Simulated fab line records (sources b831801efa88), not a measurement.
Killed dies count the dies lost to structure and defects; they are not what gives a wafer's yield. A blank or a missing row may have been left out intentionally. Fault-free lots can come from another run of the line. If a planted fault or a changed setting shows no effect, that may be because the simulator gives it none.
Which tool did it? | flow sfq_line | 14 lots with 42 wafers sampled at 6 steps, on a route of 325 steps

== WHAT THE GAUGES SHOWED, per wafer ==
SFQ_M0_RS_MEAS_904: measures by four-point-probe. Usual: M0_NB_RS gives 0.888 ohm/sq (standard deviation 0.012).
lot  | measured     | on            | M0_NB_RS (ohm/sq) | flag
L480 | day 7 09:15  | film_metro-01 | 0.904 0.906 0.896 |
L481 | day 7 17:37  | film_metro-03 | 0.894 0.887 0.877 |
L482 | day 8 02:00  | film_metro-02 | 0.889 0.894 0.895 |
L483 | day 8 09:58  | film_metro-03 | 0.876 0.876 0.875 |
L484 | day 8 17:12  | film_metro-02 | 0.889 0.887 0.889 |
L486 | day 9 13:35  | film_metro-03 | 0.893 0.891 0.892 |
L488 | day 9 23:37  | film_metro-01 | 0.898 0.902 0.905 |
L490 | day 10 05:37 | film_metro-01 | 0.885 0.890 0.885 |
L491 | day 10 10:26 | film_metro-02 | 0.873 0.876 0.871 |
L492 | day 10 16:25 | film_metro-01 | 0.883 0.890 0.881 |
L493 | day 11 00:48 | film_metro-01 | 0.889 0.562 0.888 | OFF
L494 | day 11 05:11 | film_metro-03 | 0.565 0.566 0.902 | OFF
L497 | day 11 18:57 | film_metro-02 | 0.908 0.891 0.899 |
L503 | day 13 12:56 | film_metro-01 | 0.915 0.895 0.894 |

SFQ_I7_BOW_MEAS_946. Usual: I7_BOW gives 8 um (standard deviation 11).
lot  | measured     | on            | I7_BOW (um) | flag
L480 | day 68 01:53 | film_metro-03 | 29 19 25    |
L481 | day 68 03:07 | film_metro-01 | 3 -6 0      |
L482 | day 68 06:07 | film_metro-03 | -1 -11 0    |
L483 | day 68 07:56 | film_metro-02 | 34 31 38    |
L484 | day 68 09:11 | film_metro-03 | 28 13 11    |
L486 | day 68 12:10 | film_metro-02 | 16 16 11    |
L488 | day 68 18:08 | film_metro-01 | 21 20 7     |
L490 | day 70 14:45 | film_metro-03 | -1 -10 1    |
L491 | day 70 18:04 | film_metro-01 | 5 19 2      |
L492 | day 72 08:17 | film_metro-01 | 9 9 2       |
L493 | day 72 15:24 | film_metro-02 | 4 13 -5     |
L494 | day 73 19:43 | film_metro-02 | 12 11 19    |
L497 | day 75 07:17 | film_metro-01 | 1 6 -3      |
L503 | day 80 17:17 | film_metro-02 | 5 -2 1      |

== TOOL THAT RAN EACH LOT (tool first, then ch and the chambers of the sampled wafers, then the start) ==
lot  | SFQ_TRILAYER_M0_DEP_SPUTTER_019 | SFQ_TRILAYER_M0_ETCH_METAL_ETCH_024 | SFQ_TRILAYER_M6_ETCH_METAL_ETCH_162 | SFQ_TRILAYER_I7_DEP_PECVD_183
L480 | pvd_sputter-05, day 7 09:10     | rie_metal-03 ch 1, day 10 22:54     | rie_metal-04 ch 1, day 61 10:41     | pecvd-02 ch 1,2, day 67 09:03
L481 | pvd_sputter-03, day 7 17:31     | rie_metal-03 ch 1, day 11 06:40     | rie_metal-04 ch 0,1, day 61 15:29   | pecvd-03 ch 0,1,2, day 67 10:15
L482 | pvd_sputter-05, day 8 01:55     | rie_metal-04 ch 0,1, day 11 12:36   | rie_metal-03 ch 0,1, day 61 16:41   | pecvd-04 ch 0,2, day 67 11:27
L483 | pvd_sputter-04, day 8 09:50     | rie_metal-04 ch 0,1, day 11 19:50   | rie_metal-01 ch 0,1, day 61 21:34   | pecvd-03 ch 1,2, day 67 12:39
L484 | pvd_sputter-05, day 8 17:03     | rie_metal-02 ch 1, day 12 03:11     | rie_metal-04 ch 0,1, day 61 23:55   | pecvd-02 ch 0,1,2, day 67 13:53
L486 | pvd_sputter-05, day 9 13:27     | rie_metal-02 ch 0,1, day 12 22:14   | rie_metal-04 ch 0,1, day 62 03:31   | pecvd-03 ch 0,1,2, day 67 16:15
L488 | pvd_sputter-05, day 9 23:31     | rie_metal-04 ch 0,1, day 13 09:00   | rie_metal-01 ch 1, day 64 09:11     | pecvd-03 ch 0,1, day 67 19:28
L490 | pvd_sputter-03, day 10 05:31    | rie_metal-02 ch 0,1, day 13 19:55   | rie_metal-03 ch 0,1, day 69 22:09   | pecvd-03 ch 1,2, day 70 10:13
L491 | pvd_sputter-04, day 10 10:17    | rie_metal-04 ch 0,1, day 14 06:41   | rie_metal-03 ch 0,1, day 70 01:47   | pecvd-04 ch 0,1,2, day 70 14:58
L492 | pvd_sputter-04, day 10 16:17    | rie_metal-04 ch 0,1, day 14 15:05   | rie_metal-04 ch 0,1, day 71 16:17   | pecvd-04 ch 0,1,2, day 72 05:10
L493 | pvd_sputter-04, day 11 00:41    | rie_metal-04 ch 0,1, day 15 03:03   | rie_metal-03 ch 0,1, day 71 18:39   | pecvd-02 ch 1,2, day 72 12:18
L494 | pvd_sputter-04, day 11 05:02    | rie_metal-03 ch 0,1, day 15 10:25   | rie_metal-03 ch 0,1, day 73 04:34   | pecvd-02 ch 0,1,2, day 73 16:37
L497 | pvd_sputter-03, day 11 18:50    | rie_metal-04 ch 1, day 16 09:10     | rie_metal-03 ch 0,1, day 74 10:15   | pecvd-04 ch 0,2, day 74 22:23
L503 | pvd_sputter-03, day 13 12:50    | rie_metal-02 ch 1, day 18 20:16     | rie_metal-03 ch 0,1, day 76 03:11   | pecvd-02 ch 0,2, day 80 13:21
- SFQ_TRILAYER_M0_DEP_SPUTTER_019: material Nb, target thk 200 nm, time 133.3 s.
- SFQ_TRILAYER_M0_ETCH_METAL_ETCH_024: etches Nb in Cl2/Ar, stops on SiO2, target depth 240 nm, time 120 s.
- SFQ_TRILAYER_M6_ETCH_METAL_ETCH_162: etches Nb in Cl2/Ar, stops on SiO2, target depth 240 nm, time 120 s.
- SFQ_TRILAYER_I7_DEP_PECVD_183: deposits SiO2 from SiH4/N2O, time 111.11 s, target thk 500 nm.

== WHAT THE TOOLS THEMSELVES READ (means of the sampled wafers that have a number; where no wafer has one, the mark that the record gives instead) ==
SFQ_TRILAYER_M0_DEP_SPUTTER_019. Usual: throttle_valve_pct at 30.2 %, with a standard deviation of 0.93.
lot  | tool           | throttle_valve_pct (%) | flag
L480 | pvd_sputter-05 | 29.8                   |
L481 | pvd_sputter-03 | 30.9                   |
L482 | pvd_sputter-05 | 30.1                   |
L483 | pvd_sputter-04 | 30.9                   |
L484 | pvd_sputter-05 | 30.5                   |
L486 | pvd_sputter-05 | 29.6                   |
L488 | pvd_sputter-05 | 29.7                   |
L490 | pvd_sputter-03 | 29.5                   |
L491 | pvd_sputter-04 | 30.3                   |
L492 | pvd_sputter-04 | 29.2                   |
L493 | pvd_sputter-04 | 30.7                   |
L494 | pvd_sputter-04 | 30.8                   |
L497 | pvd_sputter-03 | 30.3                   |
L503 | pvd_sputter-03 | 30.3                   |

SFQ_TRILAYER_M0_ETCH_METAL_ETCH_024. Usual: drypump_motor_current_A 5.9 A, standard deviation 0.57; oes_product_au 0.896 a.u., standard deviation 0.008.
lot  | tool         | drypump_motor_current_A (A) | oes_product_au (a.u.) | flag
L480 | rie_metal-03 | 6.4                         | 0.890                 |
L481 | rie_metal-03 | 6.5                         | 0.901                 |
L482 | rie_metal-04 | 5.8                         | 0.888                 |
L483 | rie_metal-04 | 5.4                         | 0.903                 |
L484 | rie_metal-02 | 6.0                         | 0.892                 |
L486 | rie_metal-02 | 5.2                         | 0.897                 |
L488 | rie_metal-04 | 5.4                         | 0.888                 |
L490 | rie_metal-02 | 5.6                         | 0.899                 |
L491 | rie_metal-04 | 5.5                         | 0.906                 |
L492 | rie_metal-04 | 5.4                         | 0.900                 |
L493 | rie_metal-04 | 5.4                         | 0.929                 | OFF
L494 | rie_metal-03 | 6.4                         | 0.959                 | OFF
L497 | rie_metal-04 | 5.0                         | 0.890                 |
L503 | rie_metal-02 | 6.0                         | 0.889                 |

SFQ_TRILAYER_M6_ETCH_METAL_ETCH_162. Usual: drypump_motor_current_A 6.0 A, standard deviation 0.53; oes_product_au 0.893 a.u., standard deviation 0.0073.
lot  | tool         | drypump_motor_current_A (A) | oes_product_au (a.u.) | flag
L480 | rie_metal-04 | 5.0                         | 0.900                 |
L481 | rie_metal-04 | 5.8                         | 0.886                 |
L482 | rie_metal-03 | 6.4                         | 0.894                 |
L483 | rie_metal-01 | 5.9                         | 0.891                 |
L484 | rie_metal-04 | 5.8                         | 0.891                 |
L486 | rie_metal-04 | 5.4                         | 0.893                 |
L488 | rie_metal-01 | 6.0                         | 0.899                 |
L490 | rie_metal-03 | 6.4                         | 0.890                 |
L491 | rie_metal-03 | 6.4                         | 0.891                 |
L492 | rie_metal-04 | 5.4                         | 0.895                 |
L493 | rie_metal-03 | 6.4                         | 0.894                 |
L494 | rie_metal-03 | 6.4                         | 0.891                 |
L497 | rie_metal-03 | 6.3                         | 0.901                 |
L503 | rie_metal-03 | 6.4                         | 0.901                 |

SFQ_TRILAYER_I7_DEP_PECVD_183. Usual: heater_power_w 83 W, standard deviation 18; throttle_valve_pct 24.7 %, standard deviation 1.3.
lot  | tool     | heater_power_w (W) | throttle_valve_pct (%) | flag
L480 | pecvd-02 | 84                 | 26.4                   |
L481 | pecvd-03 | 73                 | 22.9                   |
L482 | pecvd-04 | 72                 | 24.3                   |
L483 | pecvd-03 | 79                 | 23.1                   |
L484 | pecvd-02 | 83                 | 25.8                   |
L486 | pecvd-03 | 63                 | 23.2                   |
L488 | pecvd-03 | 70                 | 23.0                   |
L490 | pecvd-03 | 76                 | 23.3                   |
L491 | pecvd-04 | 95                 | 24.5                   |
L492 | pecvd-04 | 91                 | 24.8                   |
L493 | pecvd-02 | 82                 | 26.5                   |
L494 | pecvd-02 | 88                 | 25.9                   |
L497 | pecvd-04 | 93                 | 24.7                   |
L503 | pecvd-02 | 80                 | 25.9                   |

== THE ANSWER, worked out from the rows above alone ==
Rule: lot off if the mean of its wafers having a number is beyond 3 standard deviations from the usual mean. A lot without any number at a reading at which 4 lots or more have one is off too. The other lots that the step has rows for count as sound. Order of review: gauges by route order, followed by the tools' own readings, for which a lot's mean as printed above is used. At the first step where some lot is off, the reading lying furthest off is the one used; lots without a number count as furthest.
Off: L493, L494, at SFQ_M0_RS_MEAS_904 (M0_NB_RS).
A tool fits if, at a process step before that reading, it ran every lot that is off, and no sound lot after the first of them. Not tried: the gauges at SFQ_M0_RS_MEAS_904; whatever is off there is also off at SFQ_TRILAYER_M0_ETCH_METAL_ETCH_024, on other tools, and gauge error can't account for it. One fits: SFQ_TRILAYER_M0_DEP_SPUTTER_019 on pvd_sputter-04. Its last sound lot is L492 (day 10 16:17), its first lot that is off L493 (day 11 00:41): a fault that began between those two fits.

== WHAT THE SIMULATOR HAD PUT IN ==
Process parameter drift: pvd_sputter-04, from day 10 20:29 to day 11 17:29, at SFQ_TRILAYER_M0_DEP_SPUTTER_019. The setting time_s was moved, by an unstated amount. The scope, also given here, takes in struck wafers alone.
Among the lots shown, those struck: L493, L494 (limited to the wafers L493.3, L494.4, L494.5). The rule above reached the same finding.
